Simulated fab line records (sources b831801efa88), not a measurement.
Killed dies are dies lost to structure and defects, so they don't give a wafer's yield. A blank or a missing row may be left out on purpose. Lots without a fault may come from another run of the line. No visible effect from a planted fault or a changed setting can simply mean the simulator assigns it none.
Problem report in the 8D (eight disciplines) form, filled by code || flow sky130 || the parts of the form that need people (team, actions taken, sign-off) are left out

## 1. WHAT WENT WRONG
Across 3 wafers from 2 lots, VIA1_HDPCVD_THK at SKY_VIA1_THK_MEAS_01 averages 515 nm, while fault-free wafers read 1024 nm with a standard deviation of 10. Relative to the usual mean, that is a shift of -51 standard deviations.
Earliest sighting: wafer L766.3 on film-metro-01 at day 38 19:12. The record has a number at this step for 36 wafers belonging to 12 lots. Rule for "out", or "out of limits": more than 4 standard deviations from the usual mean. All remaining wafers that have a number are taken as sound.

## 2. WHAT THIS IS AND IS NOT
{"question": "which readings at this step", "is": "VIA1_HDPCVD_THK", "is not": "-"}
{"question": "which lots", "is": "L766, L767", "is not": "L748, L750, L751, L752, L753, L754, L756, L758, L759, L761"}
{"question": "which wafers of those lots", "is": "L766.3, L767.3, L767.5", "is not": "L766.1, L766.2, L767.1"}
{"question": "read on which gauges", "is": "film-metro-01, film-metro-03", "is not": "film-metro-04"}
{"question": "when", "is": "from day 38 19:12", "is not": "up to then (32 sound wafers); but 1 sound wafer of L767 came after"}

## 3. WHAT RULES OUT EACH SUSPECT
Counting: any tool at a process step up to the reading remains a suspect provided it ran every lot that is out. Sound lots after the first of them don't rule it out here, since some wafers of a struck lot are sound.
- ruled out: the gauge at SKY_VIA1_THK_MEAS_01. The wafers that are out were read on 2 gauges (film-metro-01, film-metro-03).
- hdpcvd-01 at SKY_VIA1_HDPCVD_00 (deposits SiO2, target thk 1030 nm, time 171.7 s): kept. Every lot that is out went through it, the first being L766 (day 38 19:05); the last sound lot it ran before that was L761 (day 37 07:58). On those wafers its own readings are out: sih4-flow-sccm.
- hdpcvd-01, SKY_VIA1_HDPCVD_00: wafers that are out in chamber 0, sound lot-mates in chambers 1, 2.
The count leaves hdpcvd-01 at SKY_VIA1_HDPCVD_00.

## 4. THE CAUSE (what the simulator had put in)
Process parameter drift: hdpcvd-01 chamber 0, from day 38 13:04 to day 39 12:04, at SKY_VIA1_HDPCVD_00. A move of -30 in setting sih4-flow-sccm, from 60. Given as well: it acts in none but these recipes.
This tool alone remained once counting was done.

## 5. SEQUENCE OF EFFECTS, ordered by route
Each row: a reading whose mean over the struck wafers that have a number lies more than 3 standard deviations from the usual. Only readings whose record carries a usual standard deviation are examined. hours: median over the lots of the time between each lot's start at the first step of this table that gives one and its start at this step. sigmas: the change, counted in usual standard deviations.
{"hours": 0, "step": "SKY_VIA1_HDPCVD_00", "reading": "sih4-flow-sccm", "usual": "59.99 sccm", "on struck wafers": 29.91, "change": -30.08, "sigmas": "-99 or more"}
{"hours": 0, "step": "SKY_VIA1_THK_MEAS_01", "reading": "VIA1_HDPCVD_THK", "usual": "1024 nm", "on struck wafers": 515, "change": -509, "sigmas": -51}
Its process steps:
- SKY_VIA1_HDPCVD_00: deposits SiO2, target thk 1030 nm, time 171.7 s.
Later steps that measure or inspect, where all struck wafers having a row at the step show a number for every such reading and not one has moved that far: SKY_VIA1_CD_MEAS_12, SKY_METAL2_THK_MEAS_06.

## 6. WHAT WOULD HAVE CAUGHT IT SOONER
In this record the first reading out of limits at a measuring or inspecting step was taken at day 38 19:12, 6 hours after the fault began at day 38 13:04.
At SKY_VIA1_HDPCVD_00, the tool's own readings (sih4-flow-sccm) were out on each struck wafer the step has a row for, so an alarm limit on them would have fired on the first such wafer.
Among the 2 lots that are out, L767 began SKY_VIA1_HDPCVD_00 on hdpcvd-01 after day 38 19:12. Had the tool been put on hold then, it would have been spared.
